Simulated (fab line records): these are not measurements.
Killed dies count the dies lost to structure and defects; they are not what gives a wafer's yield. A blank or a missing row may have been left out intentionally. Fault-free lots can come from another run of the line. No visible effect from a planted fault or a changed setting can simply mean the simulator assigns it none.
Chamber matching || flow sky130 || SKY_FIELD_ISO_CMP_27 on cmp-01 has 4 sister chambers
The step polishes, stops on Si3N4, t overpolish 16 s, target thk 457.8 nm. 4 wafers are shown with their chamber, then 7 later ones without.

## WAFERS, EACH WITH ITS CHAMBER
{"wafer": "L698.4", "chamber": 1, "time to endpoint s (s)": 105}
{"wafer": "L705.5", "chamber": 0, "time to endpoint s (s)": 105}
{"wafer": "L713.1", "chamber": 2, "time to endpoint s (s)": 106}
{"wafer": "L713.4", "chamber": 3, "time to endpoint s (s)": 114}

## WAFERS WITH NO CHAMBER GIVEN
{"wafer": "L713.5", "time to endpoint s (s)": 103}
{"wafer": "L714.3", "time to endpoint s (s)": 110}
{"wafer": "L714.5", "time to endpoint s (s)": 114}
{"wafer": "L714.6", "time to endpoint s (s)": 112}
{"wafer": "L717.1", "time to endpoint s (s)": 107}
{"wafer": "L717.2", "time to endpoint s (s)": 110}
{"wafer": "L717.3", "time to endpoint s (s)": 112}

## CHAMBER TAKEN BY EACH
{"wafer": "L713.5", "from the rows above": "can't be placed: 0 or 1 or 2", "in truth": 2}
{"wafer": "L714.3", "from the rows above": "can't be placed: 2 or 3 or 0 or 1", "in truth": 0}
{"wafer": "L714.5", "from the rows above": 3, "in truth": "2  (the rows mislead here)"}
{"wafer": "L714.6", "from the rows above": "can't be placed: 3 or 2 or 0 or 1", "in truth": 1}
{"wafer": "L717.1", "from the rows above": "can't be placed: 2 or 0 or 1", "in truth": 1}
{"wafer": "L717.2", "from the rows above": "can't be placed: 2 or 3 or 0 or 1", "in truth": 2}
{"wafer": "L717.3", "from the rows above": "can't be placed: 3 or 2 or 0 or 1", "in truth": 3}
Correct placement for 0 of the 7. Not placeable from these rows: 6 (in 6, the candidates include the true chamber). 1 placed wrongly.
How it was worked out, from the rows above alone: a wafer's distance from a chamber is the root of the sum, over the readings, of the square of ((its reading less the chamber's mean) divided by the reading's scatter). The wafer belongs to the nearest chamber; if the next one is less than 2 further off, it can't be placed. A chamber's mean is the mean of its shown wafers. The scatter (one wafer shown for each chamber): square how far every hidden wafer sits from the nearest shown wafer, average those squares and take the square root.
